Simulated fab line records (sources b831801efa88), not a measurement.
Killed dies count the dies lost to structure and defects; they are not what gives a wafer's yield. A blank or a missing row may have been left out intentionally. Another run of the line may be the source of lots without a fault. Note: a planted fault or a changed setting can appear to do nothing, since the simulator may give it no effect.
Problem report in the 8D (eight disciplines) form, filled by code + flow sfqLine + the parts of the form that need people (team, actions taken, sign-off) are left out

1. WHAT IS WRONG
runLengthS at SFQ_TRILAYER_R5_BARC_OPEN_METAL_ETCH_177 reads a mean of 72.7 s on 5 wafers of 2 lots; wafers without a fault read 70.0 s with a standard deviation of 0.53. Measured from the usual mean, that is +5.2 standard deviations.
The step: etches BARC in O2, target depth 125 nm, time 41.7 s.
Earliest sighting: wafer L926.1 on rieMetal-04 at day 60 02:38. At this step, 41 wafers from 14 lots have a number in the record. Rule for "out" (also "out of limits"): further than 4 standard deviations from the usual mean. The other wafers with a number count as sound.

2. WHAT IT IS AND WHAT IT IS NOT
| question                    | is                     | is not                                                                                             |
|-----------------------------|------------------------|----------------------------------------------------------------------------------------------------|
| which readings at this step | runLengthS             | drypumpMotorCurrentA                                                                               |
| which lots                  | L926, L927             | L913, L915, L916, L920, L921, L922, L928, L931, L932, L933, L934, L936                             |
| which wafers of those lots  | all that have a number | -                                                                                                  |
| read on which tools         | rieMetal-04            | rieMetal-01, rieMetal-02                                                                           |
| when                        | from day 60 02:38      | up to then (18 sound wafers); but 18 sound wafers of L928, L931, L932, L933, L934, L936 came after |

3. SUSPECTS, AND WHAT RULES EACH OUT
Counting: a tool at a process step up to the reading stays a suspect if it ran every lot that is out and no sound lot after the first of them.
- rieMetal-04 at SFQ_TRILAYER_R5_BARC_OPEN_METAL_ETCH_177 (etches BARC in O2, target depth 125 nm, time 41.7 s): ruled out as a lasting fault. Sound lots L932, L933, L936 ran on it after its first lot that is out, L926 (day 60 02:38).
Left after counting: nothing in the record.

4. THE CAUSE (what the simulator had put in)
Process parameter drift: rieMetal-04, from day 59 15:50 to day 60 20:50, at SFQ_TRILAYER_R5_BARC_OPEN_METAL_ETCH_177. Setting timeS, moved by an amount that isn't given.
Counting ruled it out, wrongly.

5. THE EFFECT CHAIN, in route order
Each row: a reading whose mean over the struck wafers that have a number lies more than 3 standard deviations from the usual. Only readings whose record carries a usual standard deviation are examined. hours: median over the lots of the time between each lot's start at the first step of this table that gives one and its start at this step. sigmas: the change, counted in usual standard deviations.
| hours | step                                     | reading      | usual      | on struck wafers | change | sigmas |
|-------|------------------------------------------|--------------|------------|------------------|--------|--------|
| 0     | SFQ_TRILAYER_R5_BARC_OPEN_METAL_ETCH_177 | oesProductAu | 0.685 a.u. | 0.670            | -0.015 | -3.2   |
| 0     | SFQ_TRILAYER_R5_BARC_OPEN_METAL_ETCH_177 | runLengthS   | 70.0 s     | 72.7             | +2.7   | +5.2   |
Process steps it contains:
- SFQ_TRILAYER_R5_BARC_OPEN_METAL_ETCH_177: etches BARC in O2, target depth 125 nm, time 41.7 s.

6. HOW IT WOULD HAVE BEEN CAUGHT EARLIER
In this record no reading fell out of limits until day 60 02:38, 11 hours after the fault had begun at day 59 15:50.
